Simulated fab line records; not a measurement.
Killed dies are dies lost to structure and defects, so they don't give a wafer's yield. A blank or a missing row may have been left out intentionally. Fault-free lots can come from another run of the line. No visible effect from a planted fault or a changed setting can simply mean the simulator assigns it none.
Which tool did it? :: flow sky130 :: 20 wafers from 7 lots sampled at 2 of the route's 708 steps

== WHAT EACH GAUGE READ, for each wafer ==
SKY_LOCAL_INTERCONNECT_CD_MEAS_11: target cd 170 nm.
lot: L417
measured: day 30 05:31
on: cd-sem-01
cd-nm (nm): 173.4 173.3 174.2

lot: L419
measured: day 31 01:18
on: cd-sem-02
cd-nm (nm): 172.9 170.6 172.1

lot: L422
measured: day 32 05:04
on: cd-sem-01
cd-nm (nm): 168.2 168.3 168.4

lot: L424
measured: day 33 16:17
on: cd-sem-01
cd-nm (nm): 168.7 170.6 170.9

lot: L427
measured: day 34 17:40
on: cd-sem-01
cd-nm (nm): 169.0 169.0 128.9

lot: L430
measured: day 35 09:08
on: cd-sem-02
cd-nm (nm): 134.5 134.5

lot: L438
measured: day 37 09:19
on: cd-sem-01
cd-nm (nm): 169.6 169.1 169.0

== EACH LOT AND THE TOOL THAT RAN IT (in order: tool; ch and the chambers of the sampled wafers; start) ==
lot: L417
SKY_LOCAL_INTERCONNECT_EXPOSE_08: krf-scanner-01 ch 0, day 29 16:16

lot: L419
SKY_LOCAL_INTERCONNECT_EXPOSE_08: krf-scanner-01 ch 0, day 30 11:22

lot: L422
SKY_LOCAL_INTERCONNECT_EXPOSE_08: krf-scanner-01 ch 0, day 31 14:51

lot: L424
SKY_LOCAL_INTERCONNECT_EXPOSE_08: krf-scanner-02 ch 0, day 33 03:04

lot: L427
SKY_LOCAL_INTERCONNECT_EXPOSE_08: krf-scanner-01 ch 0, day 34 05:29

lot: L430
SKY_LOCAL_INTERCONNECT_EXPOSE_08: krf-scanner-01 ch 0, day 34 20:02

lot: L438
SKY_LOCAL_INTERCONNECT_EXPOSE_08: krf-scanner-02 ch 0, day 36 21:27
- SKY_LOCAL_INTERCONNECT_EXPOSE_08: exposes mask LI1M, target cd 170 nm.

== THE ANSWER, worked out from the rows above alone ==
Rule: what is usual is taken from the lots themselves. Put in order of their means at a reading, lots are off if they are a third of the lots or fewer, leave a main group of 4 or more, and stand apart from it by a gap of 3 or more times the standard deviation of the main group's means; of several such gaps the widest counts. A main group whose means are all the same, to the digits that the tables above print for the reading, isn't used. Also off: a lot with no number at a reading for which 4 or more lots have one. Where the step has rows for the other lots, those lots are counted as sound.
Off at SKY_LOCAL_INTERCONNECT_CD_MEAS_11 (cd-nm): L427, L430. For the main group the mean is 170.6 nm and the standard deviation 1.9.
If a tool, at a process step before that reading, ran all the lots that are off and no sound lot after the first of them, it fits. Those tools and the gauges at SKY_LOCAL_INTERCONNECT_CD_MEAS_11 are tried in the same way. One candidate fits, namely krf-scanner-01 at SKY_LOCAL_INTERCONNECT_EXPOSE_08. A fault onset in the window from L422 (day 31 14:51, its last sound lot) to L427 (day 34 05:29, its first lot off) fits.

== WHAT THE SIMULATOR PUT IN ==
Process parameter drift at SKY_LOCAL_INTERCONNECT_EXPOSE_08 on krf-scanner-01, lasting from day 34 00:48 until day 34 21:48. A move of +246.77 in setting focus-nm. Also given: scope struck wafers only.
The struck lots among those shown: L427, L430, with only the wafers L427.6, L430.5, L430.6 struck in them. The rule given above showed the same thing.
